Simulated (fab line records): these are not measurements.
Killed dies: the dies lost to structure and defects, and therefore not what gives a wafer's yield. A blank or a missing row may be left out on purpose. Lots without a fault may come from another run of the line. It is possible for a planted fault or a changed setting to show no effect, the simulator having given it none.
Which of the tools did it? | flow gf180mcu | 13 lots, 39 wafers sampled, at 4 steps of a route of 602

## WHAT THE GAUGES READ, wafer by wafer
GF_TOP_METAL_RS_MEAS_05: a four-point-probe measurement.
lot  | measured     | on           | TOP_METAL_ALCU_RS (ohm/sq)
L160 | day 27 03:18 | filmMetro-03 | 0.0328 0.0329 0.0329
L161 | day 27 06:00 | filmMetro-01 | 0.0321 0.0325 0.0327
L162 | day 27 19:21 | filmMetro-04 | 0.0329 0.0323 0.0326
L164 | day 28 18:47 | filmMetro-01 | 0.0327 0.0327 0.0326
L165 | day 28 21:12 | filmMetro-01 | 0.0325 0.0325 0.0327
L168 | day 29 17:31 | filmMetro-04 | 0.0328 0.0321 0.0322
L169 | day 29 22:29 | filmMetro-03 | 0.0324 0.0329 0.0332
L170 | day 30 08:45 | filmMetro-03 | 0.0325 0.0323 0.0327
L176 | day 32 14:42 | filmMetro-04 | 0.0321 0.0318 0.0319
L175 | day 32 00:47 | filmMetro-03 | 0.0323 0.0321 0.0330
L180 | day 33 01:19 | filmMetro-01 | 0.0324 0.0317 0.0319
L182 | day 33 10:25 | filmMetro-01 | 0.0329 0.0324 0.0330
L183 | day 33 13:01 | filmMetro-03 | 0.0323 0.0326 0.0323

## TOOL THAT RAN EACH LOT (tool first, then ch and the chambers of the sampled wafers, then the start)
lot  | GF_CONTACT_CLEAN_21            | GF_V5_SPUTTER_21            | GF_TOP_METAL_SPUTTER_03
L160 | wetBench-01 ch 0, day 15 21:49 | pvdSputter-03, day 27 02:22 | pvdSputter-03, day 27 03:14
L161 | wetBench-02 ch 1, day 16 04:53 | pvdSputter-02, day 27 05:04 | pvdSputter-04, day 27 05:56
L162 | wetBench-01 ch 0, day 16 16:33 | pvdSputter-02, day 27 18:25 | pvdSputter-01, day 27 19:17
L164 | wetBench-01 ch 0, day 17 14:31 | pvdSputter-02, day 28 17:51 | pvdSputter-01, day 28 18:43
L165 | wetBench-01 ch 0, day 17 23:03 | pvdSputter-04, day 28 20:17 | pvdSputter-01, day 28 21:10
L168 | wetBench-02 ch 0, day 18 21:59 | pvdSputter-04, day 29 16:35 | pvdSputter-03, day 29 17:28
L169 | wetBench-02 ch 1, day 19 07:45 | pvdSputter-03, day 29 21:32 | pvdSputter-03, day 29 22:26
L170 | wetBench-02 ch 3, day 19 17:19 | pvdSputter-04, day 30 07:49 | pvdSputter-03, day 30 08:41
L176 | wetBench-02 ch 3, day 21 23:29 | pvdSputter-04, day 32 13:47 | pvdSputter-01, day 32 14:39
L175 | wetBench-01 ch 3, day 22 02:03 | pvdSputter-03, day 31 23:53 | pvdSputter-03, day 32 00:44
L180 | wetBench-02 ch 1, day 23 10:13 | pvdSputter-04, day 33 00:08 | pvdSputter-03, day 33 01:16
L182 | wetBench-03 ch 1, day 23 20:20 | pvdSputter-03, day 33 09:29 | pvdSputter-04, day 33 10:20
L183 | wetBench-03 ch 0, day 24 03:38 | pvdSputter-04, day 33 12:06 | pvdSputter-04, day 33 12:58
- GF_CONTACT_CLEAN_21: cleans in dHF, time 20 s.
- GF_V5_SPUTTER_21: material Ti, target thk 15 nm, time 80.02 s.
- GF_TOP_METAL_SPUTTER_03: material Ti, target thk 5 nm, time 3.3 s.

## AS READ BY THE TOOLS THEMSELVES (means over the sampled wafers that have a number; for cases with no such wafer, the mark the record gives instead)
GF_V5_SPUTTER_21.
lot  | tool          | cathodeDcPowerW (W) | throttleValvePct (%)
L160 | pvdSputter-03 | 2499.6              | 29.0
L161 | pvdSputter-02 | 2500.0              | 30.4
L162 | pvdSputter-02 | 2500.3              | 31.1
L164 | pvdSputter-02 | 2500.0              | 30.0
L165 | pvdSputter-04 | 2499.8              | 29.6
L168 | pvdSputter-04 | 2500.0              | 29.8
L169 | pvdSputter-03 | 2499.8              | 30.0
L170 | pvdSputter-04 | 2500.1              | 29.1
L176 | pvdSputter-04 | 2499.8              | 29.1
L175 | pvdSputter-03 | 2500.1              | 29.8
L180 | pvdSputter-04 | 2500.2              | 29.0
L182 | pvdSputter-03 | 2499.6              | 29.1
L183 | pvdSputter-04 | 2500.2              | 29.2

GF_TOP_METAL_SPUTTER_03.
lot  | tool          | cathodeDcPowerW (W) | throttleValvePct (%)
L160 | pvdSputter-03 | 3000.5              | 29.9
L161 | pvdSputter-04 | 2999.5              | 29.5
L162 | pvdSputter-01 | 3000.3              | 29.9
L164 | pvdSputter-01 | 3000.2              | 30.2
L165 | pvdSputter-01 | 2999.9              | 29.8
L168 | pvdSputter-03 | 3000.0              | 29.3
L169 | pvdSputter-03 | 3000.0              | 29.0
L170 | pvdSputter-03 | 3000.0              | 29.8
L176 | pvdSputter-01 | 2999.9              | 29.8
L175 | pvdSputter-03 | 3000.0              | 29.9
L180 | pvdSputter-03 | 2999.6              | 29.8
L182 | pvdSputter-04 | 3000.1              | 29.6
L183 | pvdSputter-04 | 2999.9              | 29.3

## THE ANSWER, worked out from the rows above alone
Rule: the lots themselves supply what counts as usual. The widest of any qualifying gaps counts: lots, ordered by their means at a reading, are off when they make up no more than a third of the lots, leave a main group of 4 or more, and stand apart from it by 3 or more times the standard deviation of that group's means. A main group is skipped when, at the precision printed for the reading in the tables above, its means are all equal. Also off: a lot with no number at a reading for which 4 or more lots have one. All remaining lots with rows at the step are treated as sound. First the gauges in route order, then the tools' own readings, where a lot's mean is used as printed above. The first step at which some lot is off is used, and at that step the reading that is off furthest; a lot without a number counts as furthest.
No lot is off on any of the readings shown, so nothing can be concluded from this.

## WHAT THE SIMULATOR HAD INSERTED
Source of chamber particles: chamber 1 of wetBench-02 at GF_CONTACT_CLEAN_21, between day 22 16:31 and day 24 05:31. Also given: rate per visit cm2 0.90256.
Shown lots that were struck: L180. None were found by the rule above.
